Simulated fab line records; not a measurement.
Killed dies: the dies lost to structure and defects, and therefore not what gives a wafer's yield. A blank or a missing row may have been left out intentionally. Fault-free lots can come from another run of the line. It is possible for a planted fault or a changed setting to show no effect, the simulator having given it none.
2 desks, one fault :: flow sfq-line :: only its own numbers are on each desk; what lay behind them is given at the end

DESK OF THE TOOL OWNER: pecvd-03
The tool's own readings at SFQ_TRILAYER_L0_CAP_PECVD_011 (deposits SiO2 from SiH4/N2O, time 13.333 s, target thk 60 nm): means of the sampled wafers that have a number, for each lot that ran on this tool. Any lot whose mean is over 4 standard deviations away from the usual mean is out of limits and marked OUT; that distance is given in the brackets.
Columns: A = heater-power-w at SFQ_TRILAYER_L0_CAP_PECVD_011, usual 83 W; B = rf-fwd-power-W at SFQ_TRILAYER_L0_CAP_PECVD_011, usual 180.0 W; C = throttle-valve-pct at SFQ_TRILAYER_L0_CAP_PECVD_011, usual 24.9 %
lot: L895
first seen here: day 4 08:52
A: 93
B: 178.7
C: 24.6

lot: L900
first seen here: day 5 17:05
A: 97
B: 180.7
C: 24.0

lot: L901
first seen here: day 6 04:32
A: 91
B: 180.7
C: 24.8

lot: L910
first seen here: day 8 15:46
A: 94
B: 179.9
C: 24.2

lot: L911
first seen here: day 8 22:17
A: 98
B: 179.5
C: 24.3
This desk's verdict: no lot among the 5 shows anything out of limits.

THE METROLOGY DESK
What the gauges read, lot by lot, whatever tool the lot ran on: means of the sampled wafers that have a number. Any lot whose mean is over 4 standard deviations away from the usual mean is out of limits and marked OUT; that distance is given in the brackets.
Columns: A = I6_OVL at SFQ_I6_OVL_MEAS_942, usual 1 nm; B = I7_BOW at SFQ_I7_BOW_MEAS_946, usual 7 um
lot: L895
first seen here: day 73 11:46
A: 9
B: 4

lot: L898
first seen here: day 77 10:40
A: 1
B: 23

lot: L900
first seen here: day 77 21:35
A: 1
B: 8

lot: L901
first seen here: day 81 09:00
A: -4
B: -3

lot: L905
first seen here: day 83 21:12
A: 1
B: -3

lot: L908
first seen here: day 84 08:01
A: -4
B: 14

lot: L909
first seen here: day 84 10:24
A: 7
B: 8

lot: L910
first seen here: day 84 12:56
A: -3
B: 5

lot: L911
first seen here: day 84 14:08
A: -2
B: -1

lot: L913
first seen here: day 84 23:51
A: -2
B: 13

lot: L914
first seen here: day 85 04:40
A: -11
B: 0

lot: L915
first seen here: day 85 07:04
A: -2
B: 6

lot: L916
first seen here: day 85 08:15
A: 0
B: -3

lot: L917
first seen here: day 85 09:27
A: 4
B: 6
This desk's verdict: no lot among the 14 shows anything out of limits.

BROUGHT TOGETHER
The desk of the tool owner found nothing out of limits.
From the metrology desk's view, nothing was out of limits.

WHAT WAS PUT IN BY THE SIMULATOR
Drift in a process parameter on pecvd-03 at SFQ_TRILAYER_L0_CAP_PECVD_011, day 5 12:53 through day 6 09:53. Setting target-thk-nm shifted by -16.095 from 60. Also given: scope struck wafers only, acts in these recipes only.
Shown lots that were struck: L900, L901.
